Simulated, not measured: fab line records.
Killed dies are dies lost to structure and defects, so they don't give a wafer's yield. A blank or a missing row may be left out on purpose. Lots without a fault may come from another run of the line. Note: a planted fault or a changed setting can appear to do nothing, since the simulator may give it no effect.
Which tool did it? / flow sky130 / route of 708 steps, sampled at 1 step: 6 lots, 18 wafers

## WHAT EACH GAUGE READ, for each wafer
SKY_POLY_CUT_OVL_MEAS_09.
lot=L536; measured=day 24 14:44; on=overlay-01; POLY_CUT_OVL (nm)=1 -2 2
lot=L539; measured=day 25 18:05; on=overlay-02; POLY_CUT_OVL (nm)=-5 -4 -5
lot=L542; measured=day 27 00:29; on=overlay-02; POLY_CUT_OVL (nm)=-2 -14 3
lot=L552; measured=day 30 11:03; on=overlay-02; POLY_CUT_OVL (nm)=-1 7 11
lot=L554; measured=day 31 15:57; on=overlay-01; POLY_CUT_OVL (nm)=7 0 -1
lot=L558; measured=day 32 09:52; on=overlay-02; POLY_CUT_OVL (nm)=11 9 8

## WHICH TOOL RAN EACH LOT (tool, then ch and the chambers of the sampled wafers, then the start)
Record: no process step prior to these readings.

## THE ANSWER, worked out from the rows above alone
Rule: what is usual is taken from the lots themselves. Put in order of their means at a reading, lots are off if they are a third of the lots or fewer, leave a main group of 4 or more, and stand apart from it by a gap of 3 or more times the standard deviation of the main group's means; of several such gaps the widest counts. A main group is skipped when, at the precision printed for the reading in the tables above, its means are all equal. Also off: a lot with no number at a reading for which 4 or more lots have one. Where the step has rows for the other lots, those lots are counted as sound.
Across all readings shown, no lot is off: no conclusion can be drawn from this.

## WHAT THE SIMULATOR HAD INSERTED
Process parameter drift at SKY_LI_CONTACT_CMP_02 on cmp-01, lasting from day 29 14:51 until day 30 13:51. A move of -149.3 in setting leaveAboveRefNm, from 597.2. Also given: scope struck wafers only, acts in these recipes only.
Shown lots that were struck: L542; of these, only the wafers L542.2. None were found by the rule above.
